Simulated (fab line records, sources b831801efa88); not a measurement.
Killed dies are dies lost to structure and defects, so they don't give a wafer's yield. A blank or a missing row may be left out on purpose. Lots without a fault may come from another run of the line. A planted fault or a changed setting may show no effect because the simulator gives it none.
Problem report in the 8D (eight disciplines) form, filled by code | flow sky130 | the parts of the form that need people (team, actions taken, sign-off) are left out

1. THE PROBLEM
plate_temp_C at SKY_VIA1_SOFTBAKE_08 reads a mean of 98.72 C on 9 wafers of 3 lots; wafers without a fault read 100.03 C with a standard deviation of 0.11. That is -12 standard deviations from the usual mean.
The step: time 90 s.
First seen on wafer L481.1, day 39 15:00, on litho_track-03. The record holds 45 wafers of 15 lots with a number at this step. Rule for "out", or "out of limits": more than 4 standard deviations from the usual mean. The other wafers with a number count as sound.

2. WHAT IT IS AND WHAT IT IS NOT
question                    | is                                 | is not
which readings at this step | plate_temp_C, heater_power_total_W | exhaust_pa
which lots                  | L479, L481, L482                   | L462, L463, L467, L471, L472, L474, L475, L476, L477, L478, L480, L485
which wafers of those lots  | all that have a number             | -
read on which tools         | litho_track-03                     | litho_track-02, litho_track-04
when                        | from day 39 15:00                  | up to then (33 sound wafers); but 3 sound wafers of L485 came after

3. SUSPECTS, AND WHAT RULES EACH OUT
Counting: a tool at a process step up to the reading stays a suspect if it ran every lot that is out and no sound lot after the first of them.
- litho_track-03 at SKY_VIA1_SOFTBAKE_08 (time 90 s): kept. It ran every lot that is out, first L481 (day 39 15:00), and no sound lot after that; its last sound lot up to then is L477 (day 39 13:00). Its own readings are out on those wafers: heater_power_total_W, plate_temp_C.
Left after counting: litho_track-03 at SKY_VIA1_SOFTBAKE_08.

4. THE CAUSE (what the simulator had put in)
Process parameter drift: litho_track-03, from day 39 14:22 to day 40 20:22, at SKY_VIA1_SOFTBAKE_08. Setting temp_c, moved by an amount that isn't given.
Counting left only this tool.

5. THE CHAIN OF EFFECTS, in route order
Each row: a reading whose mean over the struck wafers that have a number lies more than 3 standard deviations from the usual. Only readings for which the record gives a usual standard deviation are gone through. hours: the time from each lot's start at the first step in this table that gives one to its start at this step, as a median over the lots. sigmas: the change in usual standard deviations.
hours | step                 | reading              | usual    | on struck wafers | change | sigmas
0     | SKY_VIA1_SOFTBAKE_08 | heater_power_total_W | 57.37 W  | 56.29            | -1.08  | -9.9
0     | SKY_VIA1_SOFTBAKE_08 | plate_temp_C         | 100.03 C | 98.72            | -1.31  | -12
The process steps in it:
- SKY_VIA1_SOFTBAKE_08: time 90 s.

6. WHAT WOULD HAVE CAUGHT IT SOONER
In this record the first reading out of limits was taken at day 39 15:00, 1 hour after the fault began at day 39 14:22.
